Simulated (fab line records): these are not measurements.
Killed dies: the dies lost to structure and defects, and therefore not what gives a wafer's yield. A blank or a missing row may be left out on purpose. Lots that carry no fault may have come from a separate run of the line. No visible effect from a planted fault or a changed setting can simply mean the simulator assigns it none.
A lot that was struck, set against a sound lot -- flow sfq-line -- 20 out of 325 route steps
Sound: the wafers L113.3, L113.5, L113.6. Wafers struck: L114.1, L114.2, L114.3. The cause is given at the end.
Order at every step that has rows: each side's tool, ch and its chambers, its first start. Under that, the readings that differ: sound wafers -- struck wafers -- difference of the means -- sigmas: that difference in standard deviations of wafers without a fault.
alike: a reading whose means differ by less than 2 such deviations, as well as words and numbers matching on both sides. not compared: withheld readings; readings where some wafer has no value; bounds like >300 that might hide an equal value; numbers whose values overlap and for which the record gives no deviation.
The two part at a step that has a row with sigmas, a row that says differs or no value, or rows on one side only. When numbers do not overlap yet have no deviation, they are printed without sigmas and do not part them. Lack of a reading on every wafer of one side parts them only where that side has two or more wafers.

first, 2 steps without rows for these wafers: SFQ_TRILAYER_I1_VIA_LITHO_PEB_052 (peb time 60 s); SFQ_TRILAYER_I1_VIA_LITHO_DEVELOP_051 (time 60 s).
SFQ_I1_OVL_MEAS_913:
  sound on overlay-02, day 18 13:01; struck on overlay-01, day 18 17:48
  alike: I1_OVL
SFQ_TRILAYER_I1_VIA_BARC_OPEN_VIA_ETCH_071: etches BARC in O2, target depth 125 nm, time 41.7 s.
  sound on rie-diel-03 ch 2,3, day 18 13:02; struck on rie-diel-03 ch 0,2,3, day 18 17:50
  alike: drypump-motor-current-A, oes-product-au, rf-fwd-power-W
  not compared: rf-hours-counter-h
SFQ_TRILAYER_I1_VIA_ETCH_VIA_ETCH_052: etches SiO2 in CHF3, stops on Nb, target depth 260 nm.
  sound on rie-diel-03 ch 2,3, day 18 13:04; struck on rie-diel-03 ch 0,2,3, day 18 17:52
  alike: drypump-motor-current-A, oes-product-au, rf-fwd-power-W
SFQ_TRILAYER_I1_VIA_STRIP_STRIP_053: strips in O2.
  sound on rie-metal-03 ch 0,1, day 18 13:23; struck on rie-metal-02 ch 0,1, day 18 17:59
  alike: drypump-motor-current-A, oes-product-au, platen-temp-c
  not compared: rf-hours-counter-h
then, 3 steps without rows for these wafers: SFQ_TRILAYER_I1_VIA_STRIP_SOLV_CLEAN_054 (cleans in NMP, time 600 s); SFQ_TRILAYER_M2_DEP_PRE_CLEAN_056 (time 22.5 s); SFQ_TRILAYER_M2_DEP_SPUTTER_055 (material Nb, target thk 200 nm, time 133.3 s).
SFQ_M2_RS_MEAS_914: the measuring method here is four-point-probe.
  sound on film-metro-01, day 18 14:07; struck on film-metro-04, day 18 19:05
  alike: M2_NB_RS
then, 1 step without rows for these wafers: SFQ_TRILAYER_M2_LITHO_COAT_062 (resist thk 62 nm).
SFQ_TRILAYER_M2_LITHO_COAT_057: resist thk 600 nm.
  sound on litho-track-01 ch 0, day 18 14:40; struck on litho-track-04 ch 0, day 18 19:34
reading,sound,struck,difference,sigmas
spin-speed-rpm (rpm),2996.9 2998.1 2997.7,3250.5 3249.9 3246.5,+251.4,+99 or more
model.KrF_of_TRILAYER_M2_LITHO_COAT_057.thk-nm (nm),599.6 599.1 598.1,573.9 571.7 572.7,-26.2,
  alike: exhaust-pa
then, 4 steps without rows for these wafers: SFQ_TRILAYER_M2_LITHO_SOFTBAKE_061; SFQ_TRILAYER_M2_LITHO_EXPOSE_058 (exposes mask M2, target cd 500 nm); SFQ_TRILAYER_M2_LITHO_PEB_060 (peb time 60 s); SFQ_TRILAYER_M2_LITHO_DEVELOP_059 (time 60 s).
SFQ_M2_OVL_MEAS_916:
  sound on overlay-01, day 19 03:25; struck on overlay-01, day 19 10:36
  alike: M2_OVL
SFQ_TRILAYER_M2_BARC_OPEN_METAL_ETCH_077: etches BARC in O2, target depth 125 nm, time 41.7 s.
  sound on rie-metal-02 ch 0,1, day 19 03:27; struck on rie-metal-02 ch 0,1, day 19 10:38
  alike: drypump-motor-current-A, oes-product-au, rf-fwd-power-W
  not compared: rf-hours-counter-h
SFQ_TRILAYER_M2_ETCH_METAL_ETCH_060: etches Nb in Cl2/Ar, stops on SiO2, target depth 240 nm, time 120 s.
  sound on rie-metal-02 ch 0,1, day 19 03:32; struck on rie-metal-02 ch 0,1, day 19 10:41
reading,sound,struck,difference,sigmas
model.KrF_of_TRILAYER_M2_LITHO_COAT_057.thk-nm (nm),381.8 380.6 379.7,355.5 352.8 352.8,-27.0,
  alike: drypump-motor-current-A, oes-product-au, rf-fwd-power-W
  not compared: rf-hours-counter-h
SFQ_TRILAYER_M2_STRIP_STRIP_061: strips in O2.
  sound on rie-metal-02 ch 0,1, day 19 03:49; struck on rie-metal-02 ch 0,1, day 19 10:49
  alike: drypump-motor-current-A, oes-product-au, platen-temp-c
  not compared: rf-hours-counter-h

== WHERE THEY PART ==
At SFQ_TRILAYER_M2_LITHO_COAT_057 and nowhere else, as far as this record goes. Later steps at which nothing parts them and some readings are alike: SFQ_M2_OVL_MEAS_916, SFQ_TRILAYER_M2_BARC_OPEN_METAL_ETCH_077, SFQ_TRILAYER_M2_ETCH_METAL_ETCH_060, SFQ_TRILAYER_M2_STRIP_STRIP_061.

WHY: whatever the simulator had introduced
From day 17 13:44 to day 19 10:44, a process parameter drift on litho-track-04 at SFQ_TRILAYER_M2_LITHO_COAT_057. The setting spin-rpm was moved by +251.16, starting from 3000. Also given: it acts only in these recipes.
